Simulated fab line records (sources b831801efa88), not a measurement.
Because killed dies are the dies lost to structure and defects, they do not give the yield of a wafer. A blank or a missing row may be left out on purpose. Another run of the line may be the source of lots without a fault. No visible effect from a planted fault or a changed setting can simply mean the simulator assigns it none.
fab line records	flow sky130
record lots=6	wafers=18	last_day=50
route steps=708 shown METAL2@491 PAD_OPEN@708
lots untouched by any fault: they come from a run of this same line in which no faults occurred
start_h: start of the lot's first displayed wafer, in hours after the record's first day	wait_h: hours from the lot's prior step to this one	" unchanged from the row above	L1.1+2: a single row standing in for several wafers	- no value, or no start was given	* or withheld: withheld	< > ~ a bound
route shown NAME@n: names a module that has steps shown in the file, with the first one's number in the route	usual: mean/standard deviation taken from wafers without a fault	same: alike in all rows	chamber/n: place in a boat	sites: per-site readings	_std_site: the values' standard deviation	_edge_site: inner sites' mean taken away from outer sites' mean	radius_mm: how far each site lies from the wafer's centre	mask NAME#n: copy n	behind: the last tool/chamber to shape the wafer	hold: reason for holding the lot/hours on hold/outcome of the hold	device: names the non-switching transistor (n, p or np)	end of line: the same wafers' tests at the end of the route	for a step that has no rows: nothing shown but its recipe	killed: at the first sort, the dies lost to defects and structure; wafer yield is something else	map: per-die view of a wafer (x killed, . not killed, _ where there is no die)
set.NAME: the setting the step ran with; set.NAME@STEP: the setting that earlier step ran with	model.NAME: the simulator's own value behind a step, which no gauge read
a table for each step, a row for each wafer; lots at some steps of the route
services: the hour from which a tool's chamber was out of use, counted from the record's first day as start_h (under 0 if before that day), plus the number of hours and why
## steps
# step SKY_METAL2_HMDS_08
# recipe prime_time_s=60	prime_temp_c=120
# step SKY_METAL2_COAT_09
# recipe resist=BARC	temp_c=withheld	time_s=withheld	spin_rpm=3000	resist_thk_nm=60
# step SKY_METAL2_COAT_10
# recipe resist=KrF-thick	spin_rpm=3000	resist_thk_nm=450
# step SKY_METAL2_SOFTBAKE_11
# recipe temp_c=99.37	time_s=90	resist=KrF-thick
# step SKY_METAL2_EXPOSE_12
# recipe mask_id=MM2	na=0.8	source_shape=annular	sigma_inner=0.55	sigma_outer=0.85	target_cd_nm=140	dose_mj=28
# step SKY_METAL2_PEB_13
# recipe peb_temp_c=withheld	peb_time_s=withheld	resist=KrF-thick
# step SKY_METAL2_DEVELOP_14
# recipe develop_time_s=60	resist=KrF-thick	dev_temp_c=21
# step SKY_METAL2_CD_MEAS_15
# recipe target_cd_nm=140
# usual cd_nm=140.0/1.3
lot.wafer	tool	chamber	start_h	wait_h	cd_nm
L253.2	cd_sem-02	-	887.07	-	139.4
L253.3	"	-	"	"	138.1
L253.5	"	-	"	"	140.0
L258.1	cd_sem-02	-	919.25	-	140.2
L258.3	"	-	"	"	141.8
L258.4	"	-	"	"	140.6
L264.1	cd_sem-02	-	956.25	-	140.8
L264.2	"	-	"	"	139.9
L264.6	"	-	"	"	139.3
L266.1	cd_sem-02	-	962.25	-	140.3
L266.5	"	-	"	"	139.3
L266.6	"	-	"	"	140.1
L270.1	cd_sem-02	-	979.65	-	138.9
L270.2	"	-	"	"	139.0
L270.3	"	-	"	"	139.8
L269.1	cd_sem-01	-	983.82	-	140.3
L269.4	"	-	"	"	139.7
L269.6	"	-	"	"	140.0
# step SKY_METAL2_OVL_MEAS_16
# usual METAL2_OVL=2/5.7
lot.wafer	tool	chamber	start_h	wait_h	METAL2_OVL[nm]
L253.2	overlay-02	-	887.17	0.1	7
L253.3	"	-	"	"	6
L253.5	"	-	"	"	12
L258.1	overlay-01	-	919.37	0.1	11
L258.3	"	-	"	"	9
L258.4	"	-	"	"	-1
L264.1	overlay-01	-	956.37	0.1	8
L264.2	"	-	"	"	10
L264.6	"	-	"	"	11
L266.1	overlay-02	-	962.37	0.1	-1
L266.5	"	-	"	"	9
L266.6	"	-	"	"	2
L270.1	overlay-01	-	979.77	0.1	6
L270.2	"	-	"	"	-1
L270.3	"	-	"	"	1
L269.1	overlay-01	-	983.94	0.1	3
L269.4	"	-	"	"	7
L269.6	"	-	"	"	-4
# step SKY_METAL2_DESCUM_17
# recipe chemistry=O2	source_power_w=150	bias_power_w=0	pressure_mtorr=10	temp_c=40	time_s=8
# usual drypump_motor_current_A=5.6/0.36	oes_product_au=1.001/0.0076
lot.wafer	tool	chamber	start_h	wait_h	drypump_motor_current_A	oes_product_au	rf_hours_counter_h
L253.2	rie_metal-01	0	887.20	0.0	6.1	0.994	15
L253.3	"	0	"	"	6.0	0.998	-
L253.5	"	1	"	"	5.4	0.994	-
L258.1	rie_metal-03	1	919.40	0.0	5.6	0.986	2
L258.3	"	0	"	"	5.0	1.000	-
L258.4	"	1	"	"	5.6	0.989	-
L264.1	rie_metal-01	0	956.40	0.0	6.1	1.001	18
L264.2	"	1	"	"	5.4	0.999	12
L264.6	"	1	"	"	5.4	0.999	-
L266.1	rie_metal-02	1	962.40	0.0	5.8	1.002	15
L266.5	"	1	"	"	5.8	0.992	-
L266.6	"	1	"	"	5.8	0.989	-
L270.1	rie_metal-01	1	979.80	0.0	5.4	0.998	14
L270.2	"	0	"	"	6.1	1.005	19
L270.3	"	0	"	"	6.1	1.008	-
L269.1	rie_metal-03	0	983.98	0.0	5.0	1.002	7
L269.4	"	1	"	"	5.6	0.998	-
L269.6	"	0	"	"	5.0	0.995	-
# step SKY_METAL2_ETCH_18
# recipe chemistry=N2/H2	target=BARC	ion_energy_ev=200	bias_w=100	pressure_mtorr=30	n2_flow_sccm=100	h2_flow_sccm=200	icp_w=500	stop_on=SiO2	time_s=45.9	target_depth_a=600
# usual drypump_motor_current_A=5.6/0.36	oes_product_au=0.855/0.0044	throttle_valve_pct=13.225/0.0091
lot.wafer	tool	chamber	start_h	wait_h	drypump_motor_current_A	oes_product_au	rf_hours_counter_h	throttle_valve_pct
L253.2	rie_metal-01	0	887.23	0.0	6.0	0.856	15	13.222
L253.3	"	0	"	"	6.0	0.858	-	13.225
L253.5	"	1	"	"	5.4	0.855	-	13.222
L258.1	rie_metal-03	1	919.43	0.0	5.6	0.848	2	13.228
L258.3	"	0	"	"	5.0	0.852	-	13.219
L258.4	"	1	"	"	5.6	0.854	-	13.228
L264.1	rie_metal-01	0	956.43	0.0	6.0	0.854	18	13.221
L264.2	"	1	"	"	5.4	0.850	12	13.216
L264.6	"	1	"	"	5.4	0.848	-	13.221
L266.1	rie_metal-02	1	962.46	0.1	5.8	0.849	15	13.221
L266.5	"	1	"	"	5.8	0.853	-	13.235
L266.6	"	1	"	"	5.8	0.857	-	13.231
L270.1	rie_metal-01	1	979.83	0.0	5.4	0.855	14	13.237
L270.2	"	0	"	"	6.1	0.851	19	13.221
L270.3	"	0	"	"	6.1	0.851	-	13.225
L269.1	rie_metal-03	0	984.01	0.0	5.0	0.869	7	13.235
L269.4	"	1	"	"	5.6	0.857	-	13.214
L269.6	"	0	"	"	5.0	0.860	-	13.215
# step SKY_METAL2_METAL_ETCH_19
# recipe target_depth_a=3600	stop_on=SiO2	over_etch_frac=0.3	time_s=78	chemistry=Cl2/BCl3	resist_sidewall_deg=88	pressure_mtorr=10	icp_w=900	bias_w=48.5	Cl2_flow_sccm=60	bcl3_flow_sccm=30
# usual drypump_motor_current_A=5.6/0.36	mfc_cl2_sccm=60.01/0.19	oes_product_au=0.854/0.0055	throttle_valve_pct=22.265/0.0093
lot.wafer	tool	chamber	start_h	wait_h	drypump_motor_current_A	mfc_cl2_sccm	oes_product_au	rf_hours_counter_h	throttle_valve_pct
L253.2	rie_metal-01	0	887.30	0.0	6.0	59.68	0.858	15	22.263
L253.3	"	0	"	"	6.0	59.55	0.850	-	22.259
L253.5	"	1	"	"	5.4	59.97	0.858	-	22.285
L258.1	rie_metal-03	1	919.50	0.0	5.6	59.93	0.853	2	22.279
L258.3	"	0	"	"	5.0	59.99	0.857	-	22.265
L258.4	"	1	"	"	5.6	60.25	0.852	-	22.260
L264.1	rie_metal-01	0	956.50	0.0	6.0	60.14	0.852	18	22.275
L264.2	"	1	"	"	5.4	59.67	0.861	12	22.262
L264.6	"	1	"	"	5.4	59.93	0.848	-	22.255
L266.1	rie_metal-02	1	962.59	0.1	5.8	59.77	0.855	15	22.269
L266.5	"	1	"	"	5.8	59.82	0.847	-	22.267
L266.6	"	1	"	"	5.8	59.99	0.864	-	22.264
L270.1	rie_metal-01	1	979.90	0.0	5.5	59.78	0.853	14	22.266
L270.2	"	0	"	"	6.0	60.01	0.854	19	22.272
L270.3	"	0	"	"	6.0	59.95	0.851	-	22.265
L269.1	rie_metal-03	0	984.07	0.0	5.0	59.82	0.857	7	22.274
L269.4	"	1	"	"	5.6	60.06	0.858	-	22.262
L269.6	"	0	"	"	5.0	59.97	0.872	-	22.253
# step SKY_METAL2_STRIP_20
# recipe chemistry=O2/N2	power_w=1400	pressure_mtorr=1500	platen_temp_c=withheld	o2_flow_sccm=3000	n2_flow_sccm=300	overash_fraction=0.5
# usual drypump_motor_current_A=5.6/0.45	oes_product_au=0.341/0.0048	overash_fraction=0.5/0	strip_time_to_endpoint_s=2.69/0.033
lot.wafer	tool	chamber	start_h	wait_h	drypump_motor_current_A	oes_product_au	overash_fraction	rf_hours_counter_h	strip_time_to_endpoint_s
L253.2	plasma_asher-03	0	887.39	0.1	5.3	0.336	0.5	45	2.65
L253.3	"	0	"	"	5.3	0.347	0.5	-	2.64
L253.5	"	1	"	"	6.3	0.345	0.5	-	2.70
L258.1	plasma_asher-04	1	919.59	0.1	5.2	0.340	0.5	18	2.74
L258.3	"	1	"	"	5.2	0.341	0.5	-	2.66
L258.4	"	0	"	"	5.8	0.338	0.5	-	2.73
L264.1	plasma_asher-03	0	956.59	0.1	5.2	0.342	0.5	52	2.70
L264.2	"	1	"	"	6.2	0.342	0.5	52	2.69
L264.6	"	0	"	"	5.2	0.342	0.5	-	2.71
L266.1	plasma_asher-04	1	962.77	0.1	5.2	0.341	0.5	22	2.65
L266.5	"	1	"	"	5.2	0.342	0.5	-	2.68
L266.6	"	0	"	"	5.8	0.338	0.3	-	2.66
L270.1	plasma_asher-03	0	979.99	0.1	5.3	0.353	0.5	54	2.69
L270.2	"	1	"	"	6.2	0.337	0.5	54	2.69
L270.3	"	0	"	"	5.3	0.348	0.5	-	2.70
L269.1	plasma_asher-04	0	984.16	0.1	5.8	0.343	0.3	24	2.68
L269.4	"	1	"	"	5.2	0.337	0.5	-	2.75
L269.6	"	0	"	"	5.8	0.342	0.3	-	2.71
# step SKY_METAL2_STRIP_21
# recipe chemistry=post_etch_residue_remover	time_s=1200	temp_c=72.5
# step SKY_PAD_OPEN_PROBE_99
# usual defect_limited_yield=82.1/1.8	killed_at_M0_to_M3=44/6.2	killed_at_M4_up=3.3/1.8	killed_at_contacts=25/5.8	killed_at_front_end=15/4	killed_at_other=0.3/0.49	killed_dies=88/8.8	killed_open=48/6.5	killed_short=39/6.3	sort_bin_3_pad_short=0.9/0.41	sort_bin_5_function=10.6/1.4	sort_bin_6_memory=6.4/1.1	sort_n_pass=404/8.8	sort_yield_pct=82.1/1.8
# same gross_dies=492	killed_at_back_side=0	sort_bin_4_leakage[%]=0	sort_bin_8_speed[%]=0
lot.wafer	tool	chamber	start_h	wait_h	defect_limited_yield[%]	killed_at_M0_to_M3	killed_at_M4_up	killed_at_contacts	killed_at_front_end	killed_at_other	killed_dies	killed_open	killed_short	sort_bin_3_pad_short[%]	sort_bin_5_function[%]	sort_bin_6_memory[%]	sort_n_pass	sort_yield_pct[%]
L253.2	prober-01	-	1128.31	0.1	85.4	37	1	22	12	0	72	40	32	0.6	9.8	4.3	420	85.4
L253.3	prober-01	-	1128.36	0.2	82.5	45	6	21	14	0	86	48	38	0.8	8.7	7.9	406	82.5
L253.5	prober-01	-	1128.46	0.2	82.3	39	0	24	24	0	87	43	44	0.8	10.4	6.5	405	82.3
L258.1	prober-01	-	1153.06	0.1	82.3	46	2	24	14	1	87	54	33	1.0	10.0	6.7	405	82.3
L258.3	prober-01	-	1153.16	0.2	83.9	43	4	20	12	0	79	47	32	0.8	9.1	6.1	413	83.9
L258.4	prober-01	-	1153.21	0.2	80.3	51	3	26	17	0	97	57	40	0.8	10.8	8.1	395	80.3
L264.1	prober-02	-	1182.67	0.1	82.3	49	2	24	11	1	87	48	39	0.2	11.8	5.7	405	82.3
L264.2	prober-02	-	1182.72	0.1	80.1	46	5	23	23	1	98	60	35	1.8	12.0	6.1	394	80.1
L264.6	prober-02	-	1182.92	0.2	83.3	43	3	26	10	0	82	42	39	0.2	9.6	6.9	410	83.3
L266.1	prober-02	-	1185.92	0.1	84.1	44	4	15	15	0	78	36	42	0.8	8.5	6.5	414	84.1
L266.5	prober-02	-	1186.12	0.2	81.5	42	7	24	18	0	91	47	44	0.6	11.4	6.5	401	81.5
L266.6	prober-02	-	1186.17	0.2	83.3	37	2	24	19	0	82	45	37	0.8	10.0	5.9	410	83.3
L270.1	prober-02	-	1199.87	0.1	82.9	36	3	32	13	0	84	53	31	0.6	10.2	6.3	408	82.9
L270.2	prober-02	-	1199.92	0.1	81.5	37	2	34	18	0	91	44	46	1.0	10.4	7.1	401	81.5
L270.3	prober-02	-	1199.97	0.2	83.1	51	1	16	15	0	83	47	36	0.4	10.2	6.3	409	83.1
L269.1	prober-01	-	1201.57	0.1	84.3	34	3	24	16	0	77	37	39	0.4	9.8	5.5	415	84.3
L269.4	prober-01	-	1201.72	0.2	81.3	40	3	30	19	0	92	47	43	0.6	10.8	7.3	400	81.3
L269.6	prober-01	-	1201.82	0.2	78.9	51	5	30	17	1	104	52	50	1.4	12.6	7.1	388	78.9
# killed by level:class
L253.2 CONTACT:geometric_particle:open=8 POLY_GATE:geometric_particle:open=6 METAL2:geometric_particle:short=6 LI_CONTACT:geometric_particle:open=5 VIA1:geometric_particle:short=5 VIA2:geometric_particle:open=5 METAL1:geometric_particle:short=4 VIA3:geometric_particle:open=4
L253.3 VIA1:geometric_particle:open=13 CONTACT:geometric_particle:short=8 VIA3:geometric_particle:open=8 VIA1:geometric_particle:short=7 CONTACT:geometric_particle:open=6 LI_CONTACT:geometric_particle:open=5 POLY_GATE:geometric_particle:open=4 VIA3:geometric_particle:short=4
L253.5 POLY_GATE:geometric_particle:short=9 CONTACT:geometric_particle:open=9 VIA1:geometric_particle:open=9 POLY_GATE:geometric_particle:open=7 LOCAL_INTERCONNECT:geometric_particle:short=5 CONTACT:geometric_particle:short=5 VIA3:geometric_particle:short=5 METAL1:geometric_particle:short=5
L258.1 VIA2:geometric_particle:open=13 CONTACT:geometric_particle:open=13 VIA1:geometric_particle:open=7 VIA1:geometric_particle:short=7 FIELD_ISO:geometric_particle:short=6 VIA3:geometric_particle:open=6 CONTACT:geometric_particle:short=5 FIELD_ISO:geometric_particle:open=4
L258.3 CONTACT:geometric_particle:open=10 VIA2:geometric_particle:open=9 VIA1:geometric_particle:open=7 METAL1:geometric_particle:short=6 LI_CONTACT:geometric_particle:open=5 FIELD_ISO:geometric_particle:short=4 POLY_GATE:geometric_particle:short=4 VIA3:geometric_particle:open=4
L258.4 VIA2:geometric_particle:open=12 CONTACT:geometric_particle:open=11 VIA3:geometric_particle:open=11 VIA1:geometric_particle:open=10 FIELD_ISO:geometric_particle:open=6 CONTACT:geometric_particle:short=6 FIELD_ISO:geometric_particle:short=4 LOCAL_INTERCONNECT:geometric_particle:short=4
L264.1 VIA1:geometric_particle:open=16 CONTACT:geometric_particle:open=9 VIA2:geometric_particle:open=7 METAL1:geometric_particle:short=7 METAL2:geometric_particle:short=6 CONTACT:geometric_particle:short=5 LOCAL_INTERCONNECT:geometric_particle:short=5 POLY_GATE:geometric_particle:short=4
L264.2 VIA2:geometric_particle:open=10 VIA3:geometric_particle:open=10 CONTACT:geometric_particle:open=9 FIELD_ISO:geometric_particle:open=7 POLY_GATE:geometric_particle:open=7 METAL2:geometric_particle:short=6 LI_CONTACT:geometric_particle:open=6 VIA1:geometric_particle:open=6
L264.6 LI_CONTACT:geometric_particle:open=10 VIA3:geometric_particle:open=9 CONTACT:geometric_particle:open=7 CONTACT:geometric_particle:short=6 VIA2:geometric_particle:short=5 VIA1:geometric_particle:short=5 METAL1:geometric_particle:short=4 VIA1:geometric_particle:open=4
L266.1 VIA2:geometric_particle:open=8 VIA1:geometric_particle:open=8 METAL1:geometric_particle:short=7 METAL2:geometric_particle:short=6 VIA3:geometric_particle:open=6 FIELD_ISO:geometric_particle:short=5 CONTACT:geometric_particle:open=4 LI_CONTACT:geometric_particle:open=4
L266.5 LI_CONTACT:geometric_particle:open=10 VIA1:geometric_particle:open=9 LOCAL_INTERCONNECT:geometric_particle:short=7 VIA2:geometric_particle:open=7 METAL2:geometric_particle:short=6 METAL4:geometric_particle:short=6 CONTACT:geometric_particle:open=5 POLY_GATE:geometric_particle:short=5
L266.6 VIA1:geometric_particle:open=10 LI_CONTACT:geometric_particle:open=7 CONTACT:geometric_particle:short=7 POLY_GATE:geometric_particle:open=6 FIELD_ISO:geometric_particle:short=5 METAL2:geometric_particle:short=5 CONTACT:geometric_particle:open=5 VIA1:geometric_particle:short=5
L270.1 CONTACT:geometric_particle:open=14 VIA1:geometric_particle:open=9 CONTACT:geometric_particle:short=7 VIA3:geometric_particle:open=6 LI_CONTACT:geometric_particle:open=5 FIELD_ISO:geometric_particle:open=4 FIELD_ISO:geometric_particle:short=4 VIA1:geometric_particle:short=4
L270.2 CONTACT:geometric_particle:open=12 VIA1:geometric_particle:open=9 LI_CONTACT:geometric_particle:open=8 CONTACT:geometric_particle:short=8 VIA1:geometric_particle:short=6 FIELD_ISO:geometric_particle:short=5 POLY_GATE:geometric_particle:short=5 METAL3:geometric_particle:short=5
L270.3 VIA2:geometric_particle:open=10 VIA1:geometric_particle:open=9 FIELD_ISO:geometric_particle:open=7 METAL2:geometric_particle:short=7 CONTACT:geometric_particle:open=6 METAL1:geometric_particle:short=6 VIA3:geometric_particle:open=6 VIA1:geometric_particle:short=5
L269.1 LI_CONTACT:geometric_particle:open=9 CONTACT:geometric_particle:open=6 VIA2:geometric_particle:open=6 METAL2:geometric_particle:short=5 VIA1:geometric_particle:short=5 POLY_GATE:geometric_particle:open=4 FIELD_ISO:geometric_particle:short=4 LOCAL_INTERCONNECT:geometric_particle:short=4
L269.4 CONTACT:geometric_particle:open=11 VIA1:geometric_particle:open=10 LI_CONTACT:geometric_particle:open=9 VIA1:geometric_particle:short=8 METAL2:geometric_particle:short=7 CONTACT:geometric_particle:short=6 FIELD_ISO:geometric_particle:open=5 FIELD_ISO:geometric_particle:short=4
L269.6 VIA1:geometric_particle:open=12 CONTACT:geometric_particle:open=11 LOCAL_INTERCONNECT:geometric_particle:short=7 METAL2:geometric_particle:short=7 VIA2:geometric_particle:open=7 LI_CONTACT:geometric_particle:open=6 VIA3:geometric_particle:short=6 FIELD_ISO:geometric_particle:short=5
## services
tool	chamber	start_h	hours	kind
plasma_asher-04	-	885.34	2.8	pm
plasma_asher-03	-	949.37	2.8	pm
rie_metal-02	0	959.34	4.4	repair
plasma_asher-03	-	970.23	1.9	repair
## key
first_sign step=SKY_METAL2_STRIP_20	reading=overash_fraction	direction=down	sigmas=99+	usual=0.5	struck=0.3
effect none on later readings
met_at SKY_METAL2_STRIP_20
struck_wafers L266.6,L269.1,L269.6
onset_between 919.59 962.77
fault kind=process_parameter_drift	tool=plasma_asher-04	chamber=0	onset_h=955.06	steps=SKY_METAL2_STRIP_20	channel=overash_fraction	offset=-0.2	shape=step	end_h=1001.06	acts_in=these_recipes_only	stated=0.5
